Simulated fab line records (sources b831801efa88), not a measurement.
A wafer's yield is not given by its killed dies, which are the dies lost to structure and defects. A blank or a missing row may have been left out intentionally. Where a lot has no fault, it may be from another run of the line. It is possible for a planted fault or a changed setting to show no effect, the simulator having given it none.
Struck lot and sound lot, side by side	flow sky130	17 steps out of a route of 708
Sound: the wafers L721.1, L721.3, L721.6. Struck: wafer L717.1 (left out: L717.3, a lot-mate that was not struck); the cause follows at the end.
Order at every step that has rows: each side's tool, ch and its chambers, its first start. Under that, the readings that differ: sound wafers	struck wafers	difference of the means	sigmas: that difference in standard deviations of wafers without a fault.
alike: a reading whose means differ by less than 2 such deviations, as well as words and numbers matching on both sides. not compared: withheld readings; readings where some wafer has no value; bounds like >300 that might hide an equal value; numbers whose values overlap and for which the record gives no deviation.
The two part at a step that has a row with sigmas, a row that says differs or no value, or rows on one side only. Numbers that don't overlap but have no deviation are shown without sigmas and don't part them. A reading missing from all wafers of one side parts the sides only when that side holds two or more wafers.

first, 2 steps without rows for these wafers: SKY_LOCAL_INTERCONNECT_PEB_09; SKY_LOCAL_INTERCONNECT_DEVELOP_10 (develop time 60 s).
SKY_LOCAL_INTERCONNECT_CD_MEAS_11 targets a cd of 170 nm.
  sound on cd_sem-01 at day 36 11:50; struck on cd_sem-02 at day 35 01:34
  alike: cd_nm
SKY_LOCAL_INTERCONNECT_OVL_MEAS_12:
  sound on overlay-02 at day 36 11:58; struck on overlay-02 at day 35 01:41
  alike: LOCAL_INTERCONNECT_OVL
SKY_LOCAL_INTERCONNECT_ETCH_13: etches BARC in N2/H2, stops on SiO2, time 45.9 s, target depth 60 nm.
  sound on rie_metal-03 ch 0, day 36 12:00; struck on rie_metal-03 ch 1, day 35 01:43
reading	sound	struck	difference	sigmas
drypump_motor_current_A (A)	6.3 6.2 6.2	5.1	-1.1	-3
  alike: he_backside_leak_sccm, oes_product_au, throttle_valve_pct
  not compared: rf_hours_counter_h
SKY_LOCAL_INTERCONNECT_METAL_ETCH_14: etches TiN in Cl2/BCl3, stops on PSG, target depth 110 nm, time 31.4 s.
  sound on rie_metal-03 ch 0, day 36 12:07; struck on rie_metal-03 ch 1, day 35 01:47
reading	sound	struck	difference	sigmas
drypump_motor_current_A (A)	6.2 6.2 6.2	5.1	-1.1	-3
  alike: he_backside_leak_sccm, oes_product_au, throttle_valve_pct
  not compared: rf_hours_counter_h
SKY_LOCAL_INTERCONNECT_STRIP_15: strips in O2/N2.
  sound on plasma_asher-02 ch 0,1, day 36 12:13; struck on plasma_asher-01 ch 1, day 35 01:50
  alike: drypump_motor_current_A, oes_product_au, strip_time_to_endpoint_s
  not compared: rf_hours_counter_h
then, 3 steps without rows for these wafers: SKY_LOCAL_INTERCONNECT_STRIP_16 (strips in post etch residue remover, time 1200 s); SKY_LOCAL_INTERCONNECT_CLEAN_17 (cleans in IPA, time 180 s); SKY_LOCAL_INTERCONNECT_CLEAN_18 (cleans in O3/DIW).
SKY_CONTACT_CVD_00: deposits Si3N4, target thk 75 nm.
  sound on pecvd-02 ch 0,2, day 36 13:15; struck on pecvd-02 ch 1, day 35 02:46
  alike: heater_power_w
SKY_CONTACT_THK_MEAS_01:
  sound on film_metro-01 at day 36 13:17; struck on film_metro-01 at day 35 02:48
  alike: CONTACT_CVD_00_THK
SKY_CONTACT_HDPCVD_02: deposits SiO2, target thk 565 nm, time 94.2 s.
  sound on hdpcvd-01 ch 0,1,2, day 36 13:20; struck on hdpcvd-02 ch 0, day 35 02:52
reading	sound	struck	difference	sigmas
run_length_s (s)	122.1 121.6 122.1	118.6	-3.3	-7
model.SiO2_of_CONTACT_HDPCVD_02.thk_nm (nm)	551.3 552.7 553.6	532.5	-20.0	
SKY_CONTACT_THK_MEAS_03:
  sound on film_metro-03 at day 36 13:25; struck on film_metro-03 at day 35 02:56
reading	sound	struck	difference	sigmas
CONTACT_HDPCVD_THK (nm)	551 553 554	533	-20	-4
SKY_CONTACT_CMP_04: polishes SiO2.
  sound on cmp-01 ch 1,3, day 36 13:28; struck on cmp-02 ch 1, day 35 03:02
reading	sound	struck	difference	sigmas
time_to_endpoint_s (s)	80 79 80	69	-11	-3
  alike: edge_zone_pressure_frac, motor_current_A, platen_rpm
SKY_CONTACT_BOW_MEAS_05:
  sound on film_metro-03 at day 36 13:46; struck on film_metro-01 at day 35 03:17
  alike: CONTACT_BOW
next, for these wafers, 1 step has no rows: SKY_PAD_OPEN_PROBE_99.

## WHERE THEY PART
Earliest at SKY_LOCAL_INTERCONNECT_ETCH_13; latest, in this record, at SKY_CONTACT_CMP_04. Later steps at which nothing parts them and some readings are alike: SKY_CONTACT_BOW_MEAS_05.

WHY: whatever the simulator had introduced
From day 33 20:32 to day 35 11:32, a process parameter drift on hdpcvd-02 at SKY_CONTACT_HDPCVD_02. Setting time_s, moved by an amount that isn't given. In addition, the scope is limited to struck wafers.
